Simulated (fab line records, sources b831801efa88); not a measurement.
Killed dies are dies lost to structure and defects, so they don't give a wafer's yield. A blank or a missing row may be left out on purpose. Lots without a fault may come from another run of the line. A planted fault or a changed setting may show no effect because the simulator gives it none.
Which tool did it? | flow gf180mcu | 13 lots, 39 wafers sampled, at 4 steps of a route of 602

WHAT THE GAUGES READ, wafer by wafer
GF_M5_CD_MEAS_07: target cd 280 nm. Usual: cd_nm 279.8 nm, standard deviation 1.3.
lot  | measured     | on        | cd_nm (nm)        | flag
L330 | day 27 20:30 | cd_sem-02 | 279.6 280.5 281.1 |
L331 | day 28 08:44 | cd_sem-02 | 280.7 279.5 282.3 |
L332 | day 29 01:52 | cd_sem-02 | 280.6 281.2 279.7 |
L333 | day 29 04:02 | cd_sem-02 | 281.0 281.0 279.6 |
L334 | day 29 04:33 | cd_sem-01 | 281.2 280.8 281.1 |
L335 | day 29 17:57 | cd_sem-01 | 279.0 277.5 277.4 |
L336 | day 29 23:23 | cd_sem-02 | 279.1 278.9 279.2 |
L339 | day 30 11:13 | cd_sem-01 | 280.6 281.5 280.4 |
L342 | day 31 11:07 | cd_sem-02 | 280.8 280.7 281.5 |
L344 | day 31 22:35 | cd_sem-01 | 279.9 280.6 280.5 |
L347 | day 32 15:53 | cd_sem-02 | 281.3 283.0 281.6 |
L348 | day 32 21:25 | cd_sem-02 | 280.5 280.4 279.5 |
L349 | day 32 23:53 | cd_sem-01 | 278.8 277.4 277.8 |

GF_V5_THK_MEAS_03. Usual: V5_CVD_02_THK 1451 nm, standard deviation 21.
lot  | measured     | on            | V5_CVD_02_THK (nm) | flag
L330 | day 27 21:36 | film_metro-01 | 1431 1454 1474     |
L331 | day 28 09:48 | film_metro-01 | 1435 1446 1474     |
L332 | day 29 03:01 | film_metro-04 | 1458 1467 1448     |
L333 | day 29 05:07 | film_metro-02 | 1439 1464 1488     |
L334 | day 29 05:44 | film_metro-02 | 1439 1457 1444     |
L335 | day 29 19:01 | film_metro-01 | 1766 1451 1819     | OFF
L336 | day 30 00:27 | film_metro-04 | 1792 1441 1815     | OFF
L339 | day 30 12:17 | film_metro-04 | 1422 1442 1454     |
L342 | day 31 12:10 | film_metro-01 | 1423 1449 1460     |
L344 | day 31 23:37 | film_metro-04 | 1452 1448 1453     |
L347 | day 32 16:59 | film_metro-02 | 1444 1455 1477     |
L348 | day 32 22:28 | film_metro-02 | 1465 1467 1457     |
L349 | day 33 00:58 | film_metro-01 | 1449 1486 1469     |

WHICH TOOL RAN EACH LOT (tool, then ch and the chambers of the sampled wafers, then the start)
lot  | GF_MIM_SPUTTER_04            | GF_V5_CVD_02
L330 | pvd_sputter-04, day 26 02:44 | pecvd-01 ch 0,1, day 27 21:29
L331 | pvd_sputter-03, day 26 15:22 | pecvd-03 ch 0,1,2, day 28 09:42
L332 | pvd_sputter-01, day 27 10:46 | pecvd-01 ch 0,1, day 29 02:52
L333 | pvd_sputter-01, day 27 11:47 | pecvd-02 ch 0,2, day 29 05:01
L334 | pvd_sputter-03, day 27 13:01 | pecvd-03 ch 0,1, day 29 05:37
L335 | pvd_sputter-03, day 28 02:48 | pecvd-03 ch 1,2, day 29 18:53
L336 | pvd_sputter-01, day 28 09:01 | pecvd-03 ch 1,2, day 30 00:20
L339 | pvd_sputter-03, day 28 21:19 | pecvd-02 ch 0,1,2, day 30 12:11
L342 | pvd_sputter-01, day 29 21:26 | pecvd-02 ch 0,1, day 31 12:03
L344 | pvd_sputter-04, day 30 09:45 | pecvd-01 ch 1,2, day 31 23:30
L347 | pvd_sputter-04, day 31 05:31 | pecvd-02 ch 0,1, day 32 16:49
L348 | pvd_sputter-01, day 31 10:39 | pecvd-03 ch 0,1,2, day 32 22:21
L349 | pvd_sputter-03, day 31 13:26 | pecvd-01 ch 0,2, day 33 00:51
- GF_MIM_SPUTTER_04: material TiN, target thk 50 nm, time 41.7 s.
- GF_V5_CVD_02: deposits SiO2 from TEOS, target thk 1450 nm, time 163.28 s.

WHAT THE TOOLS THEMSELVES READ (means of the sampled wafers that have a number; where no wafer has one, the mark that the record gives instead)
GF_MIM_SPUTTER_04. Usual: throttle_valve_pct 30.4 %, standard deviation 1.
lot  | tool           | throttle_valve_pct (%) | flag
L330 | pvd_sputter-04 | 30.1                   |
L331 | pvd_sputter-03 | 30.6                   |
L332 | pvd_sputter-01 | 31.3                   |
L333 | pvd_sputter-01 | 31.5                   |
L334 | pvd_sputter-03 | 30.6                   |
L335 | pvd_sputter-03 | 30.4                   |
L336 | pvd_sputter-01 | 30.1                   |
L339 | pvd_sputter-03 | 30.1                   |
L342 | pvd_sputter-01 | 31.1                   |
L344 | pvd_sputter-04 | 30.0                   |
L347 | pvd_sputter-04 | 30.0                   |
L348 | pvd_sputter-01 | 31.3                   |
L349 | pvd_sputter-03 | 29.7                   |

GF_V5_CVD_02. Usual: heater_power_outer_w 379 W, standard deviation 64; heater_power_w 653 W, standard deviation 95.
lot  | tool     | heater_power_outer_w (W) | heater_power_w (W) | flag
L330 | pecvd-01 | 423                      | 717                |
L331 | pecvd-03 | 368                      | 630                |
L332 | pecvd-01 | 376                      | 668                |
L333 | pecvd-02 | 397                      | 686                |
L334 | pecvd-03 | 386                      | 628                |
L335 | pecvd-03 | 427                      | 733                |
L336 | pecvd-03 | 419                      | 723                |
L339 | pecvd-02 | 374                      | 638                |
L342 | pecvd-02 | 343                      | 603                |
L344 | pecvd-01 | 381                      | 683                |
L347 | pecvd-02 | 335                      | 591                |
L348 | pecvd-03 | 406                      | 683                |
L349 | pecvd-01 | 390                      | 666                |

THE ANSWER, worked out from the rows above alone
Rule: a lot is off if the mean of its wafers that have a number lies more than 3 standard deviations from the usual mean. A lot without any number at a reading at which 4 lots or more have one is off too. The other lots that the step has rows for count as sound. The gauges are gone through in route order, then the tools' own readings, and for those a lot's mean is taken as printed above. The first step at which some lot is off is used, and at that step the reading that is off furthest; a lot without a number counts as furthest.
Off: L335, L336, at GF_V5_THK_MEAS_03 (V5_CVD_02_THK).
A tool fits if, at a process step before that reading, it ran every lot that is off, and no sound lot after the first of them. The gauges at GF_V5_THK_MEAS_03 are tried like those tools. None of those tried fits.

WHAT THE SIMULATOR HAD PUT IN
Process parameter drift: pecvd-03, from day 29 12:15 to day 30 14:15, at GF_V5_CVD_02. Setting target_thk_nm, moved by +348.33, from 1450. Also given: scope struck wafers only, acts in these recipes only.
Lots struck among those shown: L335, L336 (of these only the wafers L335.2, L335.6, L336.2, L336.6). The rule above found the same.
